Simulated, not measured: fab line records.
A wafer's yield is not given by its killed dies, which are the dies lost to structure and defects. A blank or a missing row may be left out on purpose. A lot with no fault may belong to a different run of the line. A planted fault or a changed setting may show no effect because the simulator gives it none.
Which tool was responsible? | flow sky130 | 11 lots, 33 wafers sampled, at 4 steps of a route of 708

== WHAT THE GAUGES READ, wafer by wafer ==
SKY_POLY_GATE_OVL_MEAS_14. Usual: for POLY_GATE_OVL the level is -5 nm and the standard deviation is 5.1.
lot  | measured     | on         | POLY_GATE_OVL (nm) | flag
L613 | day 16 03:28 | overlay-02 | 2 -7 -7            | 
L614 | day 16 15:37 | overlay-01 | -4 -4 -8           | 
L615 | day 17 02:37 | overlay-02 | -2 -1 -3           | 
L620 | day 19 06:44 | overlay-02 | 3 -2 1             | 
L627 | day 21 19:53 | overlay-02 | 0 -3 4             | 
L630 | day 22 12:01 | overlay-01 | 0 -9 -7            | 
L631 | day 23 01:22 | overlay-02 | -10 -18 -10        | 
L632 | day 23 12:59 | overlay-02 | -12 -17 -14        | 
L633 | day 23 18:01 | overlay-02 | -2 -2 -5           | 
L635 | day 24 12:11 | overlay-02 | -2 -5 -5           | 
L636 | day 24 20:18 | overlay-01 | -1 4 1             | 

SKY_CONTACT_THK_MEAS_01. Usual: for CONTACT_CVD_00_THK the level is 74.6 nm and the standard deviation is 0.89.
lot  | measured     | on           | CONTACT_CVD_00_THK (nm) | flag
L613 | day 30 03:41 | filmMetro-03 | 73.6 75.8 75.2          | 
L614 | day 30 13:58 | filmMetro-03 | 73.9 74.7 75.2          | 
L615 | day 31 01:44 | filmMetro-02 | 75.0 76.1 76.6          | 
L620 | day 33 02:17 | filmMetro-03 | 74.8 74.5 74.6          | 
L627 | day 35 04:38 | filmMetro-04 | 74.4 75.2 75.5          | 
L630 | day 36 01:12 | filmMetro-03 | 130.8 133.3 75.2        | OFF
L631 | day 36 06:02 | filmMetro-02 | 130.5 75.0 133.1        | OFF
L632 | day 36 16:13 | filmMetro-02 | 72.6 72.0 74.9          | 
L633 | day 36 22:16 | filmMetro-04 | 73.7 73.9 74.5          | 
L635 | day 37 14:41 | filmMetro-03 | 72.9 72.9 73.0          | 
L636 | day 37 20:32 | filmMetro-04 | 73.9 75.7 74.1          | 

== TOOL THAT RAN EACH LOT (tool first, then ch and the chambers of the sampled wafers, then the start) ==
lot  | SKY_VT_ADJUST_LVTN_STRIP_20         | SKY_CONTACT_CVD_00
L613 | plasmaAsher-02 ch 0,1, day 7 15:52  | pecvd-01 ch 1,2, day 30 03:38
L614 | plasmaAsher-02 ch 0,1, day 7 19:17  | pecvd-01 ch 1,2, day 30 13:56
L615 | plasmaAsher-02 ch 0,1, day 8 05:49  | pecvd-02 ch 0,1,2, day 31 01:41
L620 | plasmaAsher-02 ch 0,1, day 9 18:41  | pecvd-02 ch 1,2, day 33 02:15
L627 | plasmaAsher-01 ch 0,1, day 11 20:35 | pecvd-01 ch 1,2, day 35 04:35
L630 | plasmaAsher-01 ch 0,1, day 12 10:53 | pecvd-01 ch 0,2, day 36 01:10
L631 | plasmaAsher-02 ch 0,1, day 12 17:23 | pecvd-01 ch 0,2, day 36 05:59
L632 | plasmaAsher-01 ch 0, day 13 03:53   | pecvd-02 ch 0,1, day 36 16:11
L633 | plasmaAsher-03 ch 0,1, day 13 08:44 | pecvd-02 ch 0,1, day 36 22:13
L635 | plasmaAsher-02 ch 0,1, day 14 00:46 | pecvd-04 ch 0,1,2, day 37 14:39
L636 | plasmaAsher-01 ch 0, day 14 06:55   | pecvd-02 ch 0,1,2, day 37 20:30
- SKY_VT_ADJUST_LVTN_STRIP_20: strips in O2/N2.
- SKY_CONTACT_CVD_00: deposits Si3N4, target thk 75 nm.

== AS READ BY THE TOOLS THEMSELVES (means over the sampled wafers that have a number; for cases with no such wafer, the mark the record gives instead) ==
SKY_VT_ADJUST_LVTN_STRIP_20. Usual: drypumpMotorCurrentA 6.0 A, standard deviation 0.47; oesProductAu 0.716 a.u., standard deviation 0.0044; stripTimeToEndpointS 14.16 s, standard deviation 0.036.
lot  | tool           | drypumpMotorCurrentA (A) | oesProductAu (a.u.) | stripTimeToEndpointS (s) | flag
L613 | plasmaAsher-02 | 6.0                      | 0.718               | 14.16                    | 
L614 | plasmaAsher-02 | 5.9                      | 0.720               | 14.17                    | 
L615 | plasmaAsher-02 | 6.0                      | 0.712               | 14.22                    | 
L620 | plasmaAsher-02 | 6.0                      | 0.718               | 14.17                    | 
L627 | plasmaAsher-01 | 6.4                      | 0.719               | 14.13                    | 
L630 | plasmaAsher-01 | 6.2                      | 0.714               | 14.13                    | 
L631 | plasmaAsher-02 | 5.9                      | 0.717               | 14.13                    | 
L632 | plasmaAsher-01 | 6.6                      | 0.717               | 14.17                    | 
L633 | plasmaAsher-03 | 5.5                      | 0.721               | 14.15                    | 
L635 | plasmaAsher-02 | 5.9                      | 0.718               | 14.17                    | 
L636 | plasmaAsher-01 | 6.6                      | 0.718               | 14.19                    | 

SKY_CONTACT_CVD_00. Usual: heaterPowerW 705 W, standard deviation 82.
lot  | tool     | heaterPowerW (W) | flag
L613 | pecvd-01 | 745              | 
L614 | pecvd-01 | 654              | 
L615 | pecvd-02 | 650              | 
L620 | pecvd-02 | 645              | 
L627 | pecvd-01 | 747              | 
L630 | pecvd-01 | 730              | 
L631 | pecvd-01 | 667              | 
L632 | pecvd-02 | 757              | 
L633 | pecvd-02 | 610              | 
L635 | pecvd-04 | 714              | 
L636 | pecvd-02 | 672              | 

== THE ANSWER, worked out from the rows above alone ==
Rule: a lot is off if the mean of its wafers that have a number lies more than 3 standard deviations from the usual mean. A lot without any number at a reading at which 4 lots or more have one is off too. Where the step has rows for the other lots, those lots are counted as sound. The gauges are gone through in route order, then the tools' own readings, and for those a lot's mean is taken as printed above. At the first step where some lot is off, the reading lying furthest off is the one used; lots without a number count as furthest.
Off: at SKY_CONTACT_THK_MEAS_01 (CONTACT_CVD_00_THK), L630, L631.
A tool fits if, at a process step before that reading, it ran every lot that is off, and no sound lot after the first of them. Those tools and the gauges at SKY_CONTACT_THK_MEAS_01 are tried in the same way. One candidate fits, namely pecvd-01 at SKY_CONTACT_CVD_00. A fault onset in the window from L627 (day 35 04:35, its last sound lot) to L630 (day 36 01:10, its first lot off) fits.

== WHAT THE SIMULATOR HAD INSERTED ==
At SKY_CONTACT_CVD_00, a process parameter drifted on pecvd-01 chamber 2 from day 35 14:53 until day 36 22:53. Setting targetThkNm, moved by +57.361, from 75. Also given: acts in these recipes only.
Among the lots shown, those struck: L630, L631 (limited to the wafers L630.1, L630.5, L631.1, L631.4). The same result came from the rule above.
